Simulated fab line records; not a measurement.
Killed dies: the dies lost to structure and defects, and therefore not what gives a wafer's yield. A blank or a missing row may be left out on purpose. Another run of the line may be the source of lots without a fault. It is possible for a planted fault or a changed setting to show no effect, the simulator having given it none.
Lot-split experiment + flow sfqLine + 5 lots, 23 wafers read, on a route of 325 steps

THE SPLIT ITSELF
At SFQ_TRILAYER_M6_LITHO_PEB_162 (peb time 60 s), the setting pebTimeS was moved away from the recipe's 60 s on 5 of the 23 wafers read, by -10.7% to +4.0%. All remaining wafers had this setting at the recipe value.

THE PATH FROM SPLIT TO READING: the file shows 1 step between them
- SFQ_TRILAYER_M6_BARC_OPEN_METAL_ETCH_206: etches BARC in O2, target depth 125 nm, time 41.7 s (also split here: icpW)

THE READING
M6.cdNm (the simulator's own value, which no gauge read), in nm, at SFQ_TRILAYER_M6_ETCH_METAL_ETCH_162 (etches Nb in Cl2/Ar, stops on SiO2, target depth 240 nm, time 120 s). The file gives no usual value for it. Across the 18 wafers here that went through the recipe, the average is 500.3 nm and the standard deviation 1.8 nm.

| wafer  | tool, chamber at the split | pebTimeS as run, s | against the recipe | M6.cdNm, nm | against lot-mates on the recipe |
|--------|----------------------------|--------------------|--------------------|-------------|---------------------------------|
| L074.1 | lithoTrack-02, 0           | 60                 | recipe             | 502.3       | -                               |
| L074.2 | lithoTrack-02, 0           | 60                 | recipe             | 501.4       | -                               |
| L074.3 | lithoTrack-02, 0           | 60                 | recipe             | 501.2       | -                               |
| L074.5 | lithoTrack-02, 0           | 60                 | recipe             | 504.1       | -                               |
| L074.6 | lithoTrack-02, 0           | 60                 | recipe             | 502         | -                               |
| L077.2 | lithoTrack-01, 0           | 60                 | recipe             | 500.8       | -                               |
| L077.3 | lithoTrack-01, 0           | 60                 | recipe             | 500.3       | -                               |
| L077.4 | lithoTrack-01, 0           | 60                 | recipe             | 499.6       | -                               |
| L077.5 | lithoTrack-01, 0           | 60                 | recipe             | 501.1       | -                               |
| L077.6 | lithoTrack-01, 0           | 60                 | recipe             | 500.2       | -                               |
| L081.1 | lithoTrack-03, 0           | 60                 | recipe             | 498.3       | -                               |
| L081.2 | lithoTrack-03, 0           | 60                 | recipe             | 497.9       | -                               |
| L081.3 | lithoTrack-03, 0           | 62.42              | +4.0%              | 494.4       | -4.1                            |
| L081.4 | lithoTrack-03, 0           | 62.42              | +4.0%              | 494.3       | -4.2                            |
| L081.5 | lithoTrack-03, 0           | 60                 | recipe             | 499.2       | -                               |
| L082.2 | lithoTrack-01, 0           | 60                 | recipe             | 499.6       | -                               |
| L082.3 | lithoTrack-01, 0           | 60                 | recipe             | 502.5       | -                               |
| L082.4 | lithoTrack-01, 0           | 60                 | recipe             | 500.5       | -                               |
| L085.1 | lithoTrack-02, 0           | 53.61              | -10.7%             | 514.3       | +16.8                           |
| L085.2 | lithoTrack-02, 0           | 53.61              | -10.7%             | 517.1       | +19.6                           |
| L085.3 | lithoTrack-02, 0           | 60                 | recipe             | 496.7       | -                               |
| L085.5 | lithoTrack-02, 0           | 53.61              | -10.7%             | 517.6       | +20.1                           |
| L085.6 | lithoTrack-02, 0           | 60                 | recipe             | 498.3       | -                               |

FIT RESULTS
A straight line over all 23 wafers: M6.cdNm changes by -1.5 nm for each +1% of pebTimeS; r = -0.96; the points scatter about the line by 1.8 nm.
The same after taking each lot's own level away (the mean of its wafers on the recipe; 23 wafers): -1.68 nm for each +1%; r = -0.98; scatter 1.3 nm.
On that fit, the largest move of pebTimeS shifts the reading by 18 nm.
The lots' own levels span 497.50 to 502.20 nm, that is 2.6 times the standard deviation above.
So the slope is not independent of the lot-to-lot level: the two fits are not the same.
Check: with one of the wafers moved furthest among these (-10.7%) left out of the fit, the line predicts +18.9 nm for it against its lot-mates. Against them it came out at +16.8 nm.

ADDITIONAL SPLITS CARRIED BY THESE WAFERS
Note: prior to the reading, these wafers also went through further splits. Each is held against what the fit with the lots' levels taken away leaves over:
| other split on the same wafers                     | wafers away from the commonest value | r with M6.cdNm (lot level and that fit taken away) |
|----------------------------------------------------|--------------------------------------|----------------------------------------------------|
| SFQ_TRILAYER_M4_ETCH_METAL_ETCH_096 timeS          | 10                                   | +0.10                                              |
| SFQ_TRILAYER_I4_VIA_LITHO_COAT_103 spinRpm         | 6                                    | -0.12                                              |
| SFQ_TRILAYER_I4_VIA_BARC_OPEN_VIA_ETCH_146 biasW   | 12                                   | +0.08                                              |
| SFQ_TRILAYER_JJ_TRILAYER_DEP_SPUTTER_109 powerW    | 12                                   | -0.08                                              |
| SFQ_TRILAYER_JJ_CE_LITHO_COAT_114 resistThkNm      | 10                                   | +0.09                                              |
| SFQ_TRILAYER_JJ_CE_BARC_OPEN_RIE_150 pressureMtorr | 10                                   | -0.05                                              |
| SFQ_TRILAYER_M5_ETCH_METAL_ETCH_126 icpW           | 5                                    | +0.34                                              |
| SFQ_TRILAYER_R5_LITHO_COAT_141 resistThkNm         | 11                                   | +0.25                                              |
| SFQ_TRILAYER_R5_LITHO_PEB_139 pebTimeS             | 9                                    | -0.10                                              |
| SFQ_TRILAYER_M6_BARC_OPEN_METAL_ETCH_206 icpW      | 11                                   | -0.03                                              |

THE WHOLE CHAIN: every reading that the file lists as answering this split, in the file's order
| step                                     | what it does                                                        | reading                                                  | change (the file's fit)              | r (the file's) |
|------------------------------------------|---------------------------------------------------------------------|----------------------------------------------------------|--------------------------------------|----------------|
| SFQ_TRILAYER_M6_BARC_OPEN_METAL_ETCH_206 | etches BARC in O2, target depth 125 nm, time 41.7 s                 | M6.cdNm (the simulator's own value, which no gauge read) | -1.54 nm for each +1% of the setting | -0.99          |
| SFQ_TRILAYER_M6_ETCH_METAL_ETCH_162      | etches Nb in Cl2/Ar, stops on SiO2, target depth 240 nm, time 120 s | M6.cdNm (the simulator's own value, which no gauge read) | -1.67 nm for each +1% of the setting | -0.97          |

THE FILE'S OWN FIT
M6.cdNm changes by -1.67 nm for each +1% of pebTimeS, r = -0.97.
